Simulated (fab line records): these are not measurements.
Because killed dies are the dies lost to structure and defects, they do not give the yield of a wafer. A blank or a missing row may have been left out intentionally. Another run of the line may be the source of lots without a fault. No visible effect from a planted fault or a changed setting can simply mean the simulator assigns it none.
fab line records ; flow gf180mcu
record: lots: 7; wafers: 21; lastDay: 34
route steps=602 shown HV_LDD@199
lots untouched by any fault: they come from a run of this same line in which no faults occurred
startH: hours from the record's opening day to when the first of the lot's shown wafers began ; waitH: how many hours have passed since the lot's step before this one ; " same as the row above ; L1.1+2: a single row standing in for several wafers ; - no value, or no start given ; * or withheld: withheld ; < > ~ a bound
route shown NAME@n: a module of which the file shows steps, and the number in the route of the first ; usual: average and standard deviation across the fault-free wafers ; same: alike in all rows ; chamber/n: place in a boat ; sites: each site's reading ; _std_site: how widely they spread, as a standard deviation ; _edge_site: outer sites' mean less inner sites' ; radiusMm: how far each site lies from the wafer's centre ; mask NAME#n: copy n ; behind: tool/chamber where the wafer was last shaped ; hold: why the lot was held/for how many hours/how that ended ; device: the n, p or np transistor that did not switch ; end of line: the tests these same wafers got at the end of their route ; for a step that has no rows: nothing shown but its recipe ; killed: dies that structure and defects cost at the first sort, which is not the same as the wafer's yield ; map: per-die view of a wafer (x killed, . not killed, _ where there is no die)
set.NAME: the run value of the setting; set.NAME@STEP: its run value at that earlier step ; model.NAME: the simulator's own value behind a step, which no gauge read
lots at some steps of the route; a table a step, a row a wafer
services: from which hour (startH, from the record's first day; less than 0 if before it) a tool's chamber was out of use, for how many hours, and why
== steps ==
step: GF_HV_LDD_TW_MEAS_23
usual: HV_LDD_2_TW: 1051/5.4
lot.wafer;tool;chamber;startH;waitH;HV_LDD_2_TW
L646.1;filmMetro-01;-;251.66;0.1;1048
L646.3;filmMetro-01;-;251.66;0.1;1054
L646.4;filmMetro-01;-;251.66;0.1;1056
L656.2;filmMetro-01;-;326.23;0.1;1051
L656.4;filmMetro-01;-;326.23;0.1;1051
L656.5;filmMetro-01;-;326.23;0.1;1057
L660.4;filmMetro-01;-;353.64;0.1;1050
L660.5;filmMetro-01;-;353.64;0.1;1048
L660.6;filmMetro-01;-;353.64;0.1;1049
L661.2;filmMetro-01;-;361.50;0.1;1059
L661.4;filmMetro-01;-;361.50;0.1;1055
L661.6;filmMetro-01;-;361.50;0.1;1051
L662.1;filmMetro-02;-;373.69;0.1;1055
L662.2;filmMetro-02;-;373.69;0.1;1056
L662.6;filmMetro-02;-;373.69;0.1;1050
L663.1;filmMetro-04;-;378.71;0.1;1045
L663.2;filmMetro-04;-;378.71;0.1;1042
L663.6;filmMetro-04;-;378.71;0.1;1047
L667.1;filmMetro-04;-;409.39;0.1;1041
L667.4;filmMetro-04;-;409.39;0.1;1054
L667.6;filmMetro-04;-;409.39;0.1;1047
step: GF_HV_LDD_DEHYDRATE_24
recipe: tempC: 200; timeS: 60
step: GF_HV_LDD_HMDS_25
recipe: primeTimeS: 60; primeTempC: 120
step: GF_HV_LDD_COAT_26
recipe: resist: NOVOLAK; spinRpm: 3000; resistThkNm: 1000
step: GF_HV_LDD_SOFTBAKE_27
recipe: tempC: 90; timeS: 60; resist: NOVOLAK
step: GF_HV_LDD_EXPOSE_28
recipe: maskId: Nplus_HV_AREA; targetCdNm: 400; na: 0.6; sourceShape: conventional; sigmaOuter: 0.6; doseMj: 140
step: GF_HV_LDD_PEB_29
recipe: tempC: withheld; timeS: *; resist: NOVOLAK
step: GF_HV_LDD_DEVELOP_30
recipe: developTimeS: 60; devTempC: 23
step: GF_HV_LDD_CD_MEAS_31
recipe: targetCdNm: 400
usual: cdNm: 400.7/2.1
lot.wafer;tool;chamber;startH;waitH;cdNm
L646.1;cdSem-01;-;270.66;0.1;401.4
L646.3;cdSem-01;-;270.66;0.1;403.6
L646.4;cdSem-01;-;270.66;0.1;403.8
L656.2;cdSem-01;-;347.63;0.1;399.3
L656.4;cdSem-01;-;347.63;0.1;398.3
L656.5;cdSem-01;-;347.63;0.1;400.0
L660.4;cdSem-01;-;375.82;0.1;403.0
L660.5;cdSem-01;-;375.82;0.1;399.7
L660.6;cdSem-01;-;375.82;0.1;400.7
L661.2;cdSem-01;-;383.68;0.1;399.0
L661.4;cdSem-01;-;383.68;0.1;397.5
L661.6;cdSem-01;-;383.68;0.1;400.7
L662.1;cdSem-01;-;396.14;0.1;400.1
L662.2;cdSem-01;-;396.14;0.1;400.1
L662.6;cdSem-01;-;396.14;0.1;399.9
L663.1;cdSem-02;-;400.71;0.1;401.8
L663.2;cdSem-02;-;400.71;0.1;400.6
L663.6;cdSem-02;-;400.71;0.1;402.9
L667.1;cdSem-01;-;432.56;0.1;400.0
L667.4;cdSem-01;-;432.56;0.1;400.5
L667.6;cdSem-01;-;432.56;0.1;399.3
step: GF_HV_LDD_OVL_MEAS_32
usual: HV_LDD_02_OVL: 1.1/1.3
lot.wafer;tool;chamber;startH;waitH;HV_LDD_02_OVL[nm]
L646.1;overlay-02;-;270.78;0.1;2.1
L646.3;overlay-02;-;270.78;0.1;2.0
L646.4;overlay-02;-;270.78;0.1;1.9
L656.2;overlay-01;-;347.73;0.1;1.5
L656.4;overlay-01;-;347.73;0.1;0.2
L656.5;overlay-01;-;347.73;0.1;1.5
L660.4;overlay-02;-;375.89;0.1;2.4
L660.5;overlay-02;-;375.89;0.1;2.2
L660.6;overlay-02;-;375.89;0.1;2.1
L661.2;overlay-02;-;383.78;0.1;1.9
L661.4;overlay-02;-;383.78;0.1;0.1
L661.6;overlay-02;-;383.78;0.1;1.0
L662.1;overlay-02;-;396.26;0.1;3.1
L662.2;overlay-02;-;396.26;0.1;4.3
L662.6;overlay-02;-;396.26;0.1;3.9
L663.1;overlay-02;-;400.83;0.1;0.7
L663.2;overlay-02;-;400.83;0.1;2.9
L663.6;overlay-02;-;400.83;0.1;1.2
L667.1;overlay-01;-;432.68;0.1;2.5
L667.4;overlay-01;-;432.68;0.1;1.3
L667.6;overlay-01;-;432.68;0.1;1.9
step: GF_HV_LDD_IMPLANT_33
recipe: species: P; energyKev: 60; doseCm2: 7.5e+12; tiltDeg: 30; rotationDeg: 0
step: GF_HV_LDD_IMPLANT_34
recipe: species: P; energyKev: 60; doseCm2: 7.5e+12; tiltDeg: 30; rotationDeg: 90
step: GF_HV_LDD_IMPLANT_35
recipe: species: P; energyKev: 60; doseCm2: 7.5e+12; tiltDeg: 30; rotationDeg: 180
usual: beamEnergyKeV: 60.002/0.018; beamOnS: 9.98/0.2; implantIonAmu: 31/0
lot.wafer;tool;chamber;startH;waitH;beamEnergyKeV;beamOnS;implantIonAmu
L646.1;implanter-01;0;271.12;0.1;60.023;10.17;31
L646.3;implanter-01;0;271.12;0.1;60.006;9.70;31
L646.4;implanter-01;0;271.12;0.1;60.019;10.04;31
L656.2;implanter-01;0;348.09;0.1;60.012;9.85;31
L656.4;implanter-01;0;348.09;0.1;60.027;9.85;31
L656.5;implanter-01;0;348.09;0.1;59.971;10.34;31
L660.4;implanter-02;-;376.29;0.1;-;-;-
L660.5;implanter-02;-;376.29;0.1;-;-;-
L660.6;implanter-02;-;376.29;0.1;-;-;-
L661.2;implanter-03;-;384.14;0.1;-;-;-
L661.4;implanter-03;-;384.14;0.1;-;-;-
L661.6;implanter-03;-;384.14;0.1;-;-;-
L662.1;implanter-01;-;396.59;0.1;-;-;-
L662.2;implanter-01;-;396.59;0.1;-;-;-
L662.6;implanter-01;-;396.59;0.1;-;-;-
L663.1;implanter-01;0;401.16;0.1;59.988;10.25;31
L663.2;implanter-01;0;401.16;0.1;59.984;10.05;31
L663.6;implanter-01;0;401.16;0.1;59.996;10.10;31
L667.1;implanter-02;0;433.01;0.1;59.988;10.28;31
L667.4;implanter-02;0;433.01;0.1;59.971;10.25;31
L667.6;implanter-02;0;433.01;0.1;59.979;9.64;31
step: GF_HV_LDD_IMPLANT_36
recipe: species: P; energyKev: 60; doseCm2: 7.5e+12; tiltDeg: 30; rotationDeg: 270
step: GF_HV_LDD_STRIP_37
recipe: chemistry: O2/N2; powerW: 1400; pressureMtorr: 1500; platenTempC: 250; o2FlowSccm: 3000; n2FlowSccm: 300; overashFraction: 0.5
usual: drypumpMotorCurrentA: 5.3/0.34; heaterPowerW: 318/27; oesProductAu: 0.716/0.0046; stripTimeToEndpointS: 12.62/0.035
lot.wafer;tool;chamber;startH;waitH;drypumpMotorCurrentA;heaterPowerW;oesProductAu;rfHoursCounterH;stripTimeToEndpointS
L646.1;plasmaAsher-01;1;271.42;0.1;5.2;280;0.714;59;12.62
L646.3;plasmaAsher-01;1;271.42;0.1;5.2;282;0.714;-;12.60
L646.4;plasmaAsher-01;0;271.42;0.1;5.0;329;0.716;-;12.63
L656.2;plasmaAsher-03;0;348.36;0.1;5.9;361;0.710;58;12.71
L656.4;plasmaAsher-03;0;348.36;0.1;5.9;361;0.706;-;12.66
L656.5;plasmaAsher-03;1;348.36;0.1;5.9;329;0.724;-;12.69
L660.4;plasmaAsher-01;1;376.55;0.1;5.2;285;0.715;-;12.60
L660.5;plasmaAsher-01;1;376.55;0.1;5.2;280;0.718;-;12.62
L660.6;plasmaAsher-01;0;376.55;0.1;5.0;327;0.712;-;12.67
L661.2;plasmaAsher-02;0;384.41;0.1;5.6;331;0.709;74;12.58
L661.4;plasmaAsher-02;1;384.41;0.1;5.3;307;0.719;-;12.56
L661.6;plasmaAsher-02;0;384.41;0.1;5.5;326;0.716;-;12.55
L662.1;plasmaAsher-03;0;396.89;0.1;5.9;377;0.713;63;12.65
L662.2;plasmaAsher-03;1;396.89;0.1;5.9;341;0.714;63;12.67
L662.6;plasmaAsher-03;1;396.89;0.1;5.9;344;0.706;-;12.66
L663.1;plasmaAsher-01;1;401.46;0.1;5.2;279;0.722;72;12.63
L663.2;plasmaAsher-01;0;401.46;0.1;5.0;331;0.714;72;12.63
L663.6;plasmaAsher-01;1;401.46;0.1;5.2;287;0.718;-;12.66
L667.1;plasmaAsher-01;1;433.31;0.1;5.2;279;0.711;76;12.57
L667.4;plasmaAsher-01;0;433.31;0.1;5.0;321;0.718;-;12.54
L667.6;plasmaAsher-01;1;433.31;0.1;5.3;278;0.714;-;12.60
step: GF_HV_LDD_TW_MEAS_38
usual: HV_LDD_3_TW: 1432/8
lot.wafer;tool;chamber;startH;waitH;hold;HV_LDD_3_TW
L646.1;filmMetro-01;-;271.52;0.1;-;1425
L646.3;filmMetro-01;-;271.52;0.1;-;1423
L646.4;filmMetro-01;-;271.52;0.1;-;1422
L656.2;filmMetro-02;-;348.47;0.1;-;1450
L656.4;filmMetro-02;-;348.47;0.1;-;1446
L656.5;filmMetro-02;-;348.47;0.1;-;1453
L660.4;filmMetro-01;-;376.64;0.1;awaitDispo/0.2h/release;1308
L660.5;filmMetro-01;-;376.64;0.1;awaitDispo/0.2h/release;1307
L660.6;filmMetro-01;-;376.64;0.1;awaitDispo/0.2h/release;1315
L660.4;filmMetro-01;-;376.87;0.2;-;1308
L660.5;filmMetro-01;-;376.87;0.2;-;1306
L660.6;filmMetro-01;-;376.87;0.2;-;1304
L661.2;filmMetro-04;-;384.52;0.1;awaitDispo/0.2h/release;1310
L661.4;filmMetro-04;-;384.52;0.1;awaitDispo/0.2h/release;1314
L661.6;filmMetro-04;-;384.52;0.1;awaitDispo/0.2h/release;1311
L661.2;filmMetro-04;-;384.75;0.2;-;1306
L661.4;filmMetro-04;-;384.75;0.2;-;1309
L661.6;filmMetro-04;-;384.75;0.2;-;1304
L662.1;filmMetro-04;-;396.99;0.1;awaitDispo/0.2h/release;1307
L662.2;filmMetro-04;-;396.99;0.1;awaitDispo/0.2h/release;1308
L662.6;filmMetro-04;-;396.99;0.1;awaitDispo/0.2h/release;1307
L662.1;filmMetro-04;-;397.22;0.2;-;1308
L662.2;filmMetro-04;-;397.22;0.2;-;1307
L662.6;filmMetro-04;-;397.22;0.2;-;1305
L663.1;filmMetro-01;-;401.56;0.1;-;1434
L663.2;filmMetro-01;-;401.56;0.1;-;1432
L663.6;filmMetro-01;-;401.56;0.1;-;1437
L667.1;filmMetro-01;-;433.43;0.1;-;1419
L667.4;filmMetro-01;-;433.43;0.1;-;1412
L667.6;filmMetro-01;-;433.43;0.1;-;1419
step: GF_HV_LDD_HMDS_40
recipe: primeTimeS: 60; primeTempC: 120
step: GF_HV_LDD_COAT_41
recipe: resist: NOVOLAK; spinRpm: 3000; resistThkNm: 1000
step: GF_HV_LDD_SOFTBAKE_42
recipe: tempC: 90; timeS: 60; resist: NOVOLAK
step: GF_HV_LDD_EXPOSE_43
recipe: maskId: Pplus_HV_AREA; targetCdNm: 400; na: 0.6; sourceShape: conventional; sigmaOuter: 0.6; doseMj: 140
step: GF_HV_LDD_PEB_44
recipe: tempC: withheld; timeS: *; resist: NOVOLAK
step: GF_HV_LDD_DEVELOP_45
recipe: developTimeS: 60; devTempC: 23
step: GF_HV_LDD_CD_MEAS_46
recipe: targetCdNm: 400
usual: cdNm: 400.7/2.5
lot.wafer;tool;chamber;startH;waitH;cdNm
L646.1;cdSem-01;-;290.66;0.1;399.0
L646.3;cdSem-01;-;290.66;0.1;398.3
L646.4;cdSem-01;-;290.66;0.1;399.4
L656.2;cdSem-02;-;370.21;0.1;403.0
L656.4;cdSem-02;-;370.21;0.1;404.2
L656.5;cdSem-02;-;370.21;0.1;402.2
L660.4;cdSem-01;-;399.12;0.1;400.8
L660.5;cdSem-01;-;399.12;0.1;400.9
L660.6;cdSem-01;-;399.12;0.1;399.7
L661.2;cdSem-01;-;408.13;0.1;399.4
L661.4;cdSem-01;-;408.13;0.1;400.3
L661.6;cdSem-01;-;408.13;0.1;399.8
L662.1;cdSem-02;-;420.26;0.1;399.0
L662.2;cdSem-02;-;420.26;0.1;401.3
L662.6;cdSem-02;-;420.26;0.1;401.9
L663.1;cdSem-01;-;424.61;0.1;402.9
L663.2;cdSem-01;-;424.61;0.1;403.7
L663.6;cdSem-01;-;424.61;0.1;403.2
L667.1;cdSem-02;-;457.66;0.1;405.6
L667.4;cdSem-02;-;457.66;0.1;401.0
L667.6;cdSem-02;-;457.66;0.1;403.5
step: GF_HV_LDD_OVL_MEAS_47
usual: HV_LDD_03_OVL: -0.5/1.4
lot.wafer;tool;chamber;startH;waitH;HV_LDD_03_OVL[nm]
L646.1;overlay-02;-;290.78;0.1;-1.6
L646.3;overlay-02;-;290.78;0.1;-1.9
L646.4;overlay-02;-;290.78;0.1;-0.9
L656.2;overlay-01;-;370.31;0.1;1.0
L656.4;overlay-01;-;370.31;0.1;-0.1
L656.5;overlay-01;-;370.31;0.1;-1.5
L660.4;overlay-01;-;399.20;0.1;-0.8
L660.5;overlay-01;-;399.20;0.1;-0.3
L660.6;overlay-01;-;399.20;0.1;-1.6
L661.2;overlay-02;-;408.23;0.1;-0.4
L661.4;overlay-02;-;408.23;0.1;-0.4
L661.6;overlay-02;-;408.23;0.1;1.1
L662.1;overlay-01;-;420.38;0.1;-1.2
L662.2;overlay-01;-;420.38;0.1;-2.2
L662.6;overlay-01;-;420.38;0.1;-0.7
L663.1;overlay-02;-;424.73;0.1;-0.6
L663.2;overlay-02;-;424.73;0.1;-0.8
L663.6;overlay-02;-;424.73;0.1;-0.1
L667.1;overlay-01;-;457.78;0.1;-1.8
L667.4;overlay-01;-;457.78;0.1;-1.6
L667.6;overlay-01;-;457.78;0.1;-1.3
step: GF_HV_LDD_IMPLANT_48
recipe: species: B; energyKev: 25; doseCm2: 3e+13; tiltDeg: 7
step: GF_HV_LDD_STRIP_49
recipe: chemistry: O2/N2; powerW: 1400; pressureMtorr: 1500; platenTempC: 250; o2FlowSccm: 3000; n2FlowSccm: 300; overashFraction: 0.5
usual: drypumpMotorCurrentA: 5.5/0.36; heaterPowerW: 330/28; oesProductAu: 0.717/0.0044; stripTimeToEndpointS: 12.61/0.039
lot.wafer;tool;chamber;startH;waitH;drypumpMotorCurrentA;heaterPowerW;oesProductAu;rfHoursCounterH;stripTimeToEndpointS
L646.1;plasmaAsher-03;0;290.97;0.1;5.9;368;0.715;52;12.63
L646.3;plasmaAsher-03;1;290.97;0.1;5.9;346;0.717;-;12.64
L646.4;plasmaAsher-03;0;290.97;0.1;5.9;377;0.724;-;12.63
L656.2;plasmaAsher-02;1;370.49;0.1;5.2;304;0.715;73;12.63
L656.4;plasmaAsher-02;0;370.49;0.1;5.6;331;0.715;-;12.59
L656.5;plasmaAsher-02;0;370.49;0.1;5.6;322;0.724;-;12.61
L660.4;plasmaAsher-01;0;399.40;0.1;5.0;324;0.714;-;12.60
L660.5;plasmaAsher-01;0;399.40;0.1;5.0;327;0.713;-;12.57
L660.6;plasmaAsher-01;1;399.40;0.1;5.2;283;0.718;-;12.63
L661.2;plasmaAsher-03;1;408.41;0.1;5.9;330;0.720;65;12.61
L661.4;plasmaAsher-03;1;408.41;0.1;5.9;335;0.720;-;12.67
L661.6;plasmaAsher-03;0;408.41;0.1;5.9;363;0.717;-;12.65
L662.1;plasmaAsher-03;0;420.56;0.1;5.9;372;0.718;66;12.59
L662.2;plasmaAsher-03;1;420.56;0.1;5.9;336;0.719;66;12.66
L662.6;plasmaAsher-03;0;420.56;0.1;5.9;367;0.711;-;12.60
L663.1;plasmaAsher-03;0;424.91;0.1;5.9;367;0.712;66;12.55
L663.2;plasmaAsher-03;1;424.91;0.1;5.9;340;0.719;66;12.58
L663.6;plasmaAsher-03;0;424.91;0.1;5.9;369;0.709;-;12.56
L667.1;plasmaAsher-03;0;457.96;0.1;5.9;371;0.721;70;12.59
L667.4;plasmaAsher-03;0;457.96;0.1;5.9;366;0.721;-;12.59
L667.6;plasmaAsher-03;0;457.96;0.1;5.9;355;0.714;-;12.58
step: GF_HV_LDD_TW_MEAS_50
usual: HV_LDD_4_TW: 567/3.1
lot.wafer;tool;chamber;startH;waitH;HV_LDD_4_TW
L646.1;filmMetro-02;-;291.07;0.1;571
L646.3;filmMetro-02;-;291.07;0.1;564
L646.4;filmMetro-02;-;291.07;0.1;567
L656.2;filmMetro-04;-;370.60;0.1;563
L656.4;filmMetro-04;-;370.60;0.1;564
L656.5;filmMetro-04;-;370.60;0.1;562
L660.4;filmMetro-02;-;399.49;0.1;568
L660.5;filmMetro-02;-;399.49;0.1;566
L660.6;filmMetro-02;-;399.49;0.1;567
L661.2;filmMetro-02;-;408.52;0.1;575
L661.4;filmMetro-02;-;408.52;0.1;575
L661.6;filmMetro-02;-;408.52;0.1;572
L662.1;filmMetro-04;-;420.66;0.1;567
L662.2;filmMetro-04;-;420.66;0.1;568
L662.6;filmMetro-04;-;420.66;0.1;565
L663.1;filmMetro-04;-;425.04;0.1;562
L663.2;filmMetro-04;-;425.04;0.1;567
L663.6;filmMetro-04;-;425.04;0.1;563
L667.1;filmMetro-01;-;458.06;0.1;571
L667.4;filmMetro-01;-;458.06;0.1;568
L667.6;filmMetro-01;-;458.06;0.1;570
step: GF_HV_LDD_CLEAN_51
recipe: chemistry: SC1/SC2; mix: 1:4:20; tempC: 70; timeS: 150; dry: n2Spin
step: GF_HV_LDD_RTA_52
recipe: tempC: 1000; timeS: 10; ambient: N2
usual: lampPowerPct: 33/3.4; wafer_temp_C_max: 1008.2/1.6
lot.wafer;tool;chamber;startH;waitH;lampPowerPct;wafer_temp_C_max
L646.1;rtpAnneal-01;0;291.18;0.0;36;1008.7
L646.3;rtpAnneal-01;0;291.18;0.0;36;1009.2
L646.4;rtpAnneal-01;0;291.18;0.0;36;1006.4
L656.2;rtpAnneal-01;0;370.71;0.0;36;1008.6
L656.4;rtpAnneal-01;0;370.71;0.0;36;1010.7
L656.5;rtpAnneal-01;0;370.71;0.0;36;1010.4
L660.4;rtpAnneal-02;0;399.61;0.0;30;1007.1
L660.5;rtpAnneal-02;0;399.61;0.0;30;1006.0
L660.6;rtpAnneal-02;0;399.61;0.0;30;1006.1
L661.2;rtpAnneal-02;0;408.63;0.0;30;1008.5
L661.4;rtpAnneal-02;0;408.63;0.0;30;1006.4
L661.6;rtpAnneal-02;0;408.63;0.0;30;1007.5
L662.1;rtpAnneal-01;0;420.77;0.0;36;1010.6
L662.2;rtpAnneal-01;0;420.77;0.0;36;1009.8
L662.6;rtpAnneal-01;0;420.77;0.0;36;1012.7
L663.1;rtpAnneal-02;0;425.15;0.0;30;1006.7
L663.2;rtpAnneal-02;0;425.15;0.0;30;1009.3
L663.6;rtpAnneal-02;0;425.15;0.0;30;1005.8
L667.1;rtpAnneal-01;0;458.17;0.0;36;1010.2
L667.4;rtpAnneal-01;0;458.17;0.0;36;1008.6
L667.6;rtpAnneal-01;0;458.17;0.0;36;1006.4
step: GF_HV_LDD_RS_MEAS_53
recipe: thkMeasGauge: four-point-probe
usual: HV_LDD_RS: 418.0/0.83
lot.wafer;tool;chamber;startH;waitH;hold;HV_LDD_RS[ohm/sq]
L646.1;filmMetro-02;-;291.25;0.1;-;417.9
L646.3;filmMetro-02;-;291.25;0.1;-;418.9
L646.4;filmMetro-02;-;291.25;0.1;-;417.7
L656.2;filmMetro-02;-;370.79;0.1;-;418.5
L656.4;filmMetro-02;-;370.79;0.1;-;419.2
L656.5;filmMetro-02;-;370.79;0.1;-;417.4
L660.4;filmMetro-04;-;399.70;0.1;awaitDispo/0.2h/release;438.7
L660.5;filmMetro-04;-;399.70;0.1;awaitDispo/0.2h/release;439.4
L660.6;filmMetro-04;-;399.70;0.1;awaitDispo/0.2h/release;438.7
L660.4;filmMetro-04;-;399.99;0.3;-;438.2
L660.5;filmMetro-04;-;399.99;0.3;-;438.2
L660.6;filmMetro-04;-;399.99;0.3;-;439.4
L661.2;filmMetro-04;-;408.71;0.1;awaitDispo/0.2h/release;440.5
L661.4;filmMetro-04;-;408.71;0.1;awaitDispo/0.2h/release;438.7
L661.6;filmMetro-04;-;408.71;0.1;awaitDispo/0.2h/release;440.1
L661.2;filmMetro-04;-;409.17;0.4;-;441.1
L661.4;filmMetro-04;-;409.17;0.4;-;439.5
L661.6;filmMetro-04;-;409.17;0.4;-;440.7
L662.1;filmMetro-02;-;420.84;0.1;awaitDispo/0.2h/release;438.1
L662.2;filmMetro-02;-;420.84;0.1;awaitDispo/0.2h/release;439.4
L662.6;filmMetro-02;-;420.84;0.1;awaitDispo/0.2h/release;439.9
L662.1;filmMetro-02;-;421.12;0.3;-;439.7
L662.2;filmMetro-02;-;421.12;0.3;-;438.9
L662.6;filmMetro-02;-;421.12;0.3;-;440.0
L663.1;filmMetro-01;-;425.21;0.1;-;417.6
L663.2;filmMetro-01;-;425.21;0.1;-;416.9
L663.6;filmMetro-01;-;425.21;0.1;-;417.7
L667.1;filmMetro-04;-;458.24;0.1;-;419.4
L667.4;filmMetro-04;-;458.24;0.1;-;417.5
L667.6;filmMetro-04;-;458.24;0.1;-;417.7
== services ==
tool;chamber;startH;hours;kind
rtpAnneal-01;-;247.44;0.6;pm
plasmaAsher-01;-;267.79;2.8;pm
implanter-01;-;276.49;3.6;pm
implanter-01;-;307.94;2.2;repair
implanter-03;-;318.87;60.6;pm
implanter-02;-;326.68;3.5;repair
implanter-01;-;329.11;2.5;repair
implanter-02;-;339.35;1.2;repair
implanter-01;-;348.70;9.3;repair
plasmaAsher-03;-;386.95;2.4;repair
implanter-03;-;393.94;16.2;repair
implanter-03;-;419.46;1.1;repair
implanter-02;-;420.27;3.8;repair
plasmaAsher-02;-;421.25;9.0;pm
plasmaAsher-02;0;421.25;9.0;ventCycle
plasmaAsher-02;1;421.25;9.0;ventCycle
plasmaAsher-02;0;430.25;-;clean
plasmaAsher-02;1;430.25;-;clean
rtpAnneal-02;-;432.89;1.3;pm
implanter-03;-;442.80;3.2;pm
plasmaAsher-02;-;451.49;1.4;repair
implanter-02;-;455.63;4.8;repair
== key ==
firstSign: step: GF_HV_LDD_IMPLANT_35; reading: toolRecord; direction: missing
effect: step: GF_HV_LDD_TW_MEAS_38; reading: visit; direction: added
effect: step: GF_HV_LDD_TW_MEAS_38; reading: HV_LDD_3_TW; direction: down; sigmas: 15; usual: 1432; struck: 1310
effect: step: GF_HV_LDD_RS_MEAS_53; reading: visit; direction: added
effect: step: GF_HV_LDD_RS_MEAS_53; reading: HV_LDD_RS; direction: up; sigmas: 26; usual: 418.0; struck: 439.3
metAt GF_HV_LDD_IMPLANT_35
struckWafers L660.4,L660.5,L660.6,L661.2,L661.4,L661.6,L662.1,L662.2,L662.6
laterRowsLeftOut L660.4,L660.5,L660.6,L661.2,L661.4,L661.6,L662.1,L662.2,L662.6
sortLeftOut L660.4,L660.5,L660.6,L661.2,L661.4,L661.6,L662.1,L662.2,L662.6
testerLeftOut L660,L661,L662
onsetBetween 348.09 376.29
fault: kind: skippedStepWhole; tool: implanter-01,implanter-02,implanter-03; chamber: -; onsetH: 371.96; steps: GF_HV_LDD_IMPLANT_35; scope: struckLotsOnly
testerLeftOut: of these lots the tester's yield and bins aren't shown, on N5 and GAA mostly nor the transistor test; their killed dies are dies lost to structure and defects alone, not to doping, threshold or leakage, so they don't give the yield
sortLeftOut: the simulated sort isn't trusted on such a fault, so these wafers' sort isn't shown, and their yield isn't known
laterRowsLeftOut: the simulator's readings of these wafers behind a module that went badly wrong aren't trusted and aren't shown, but for the sort
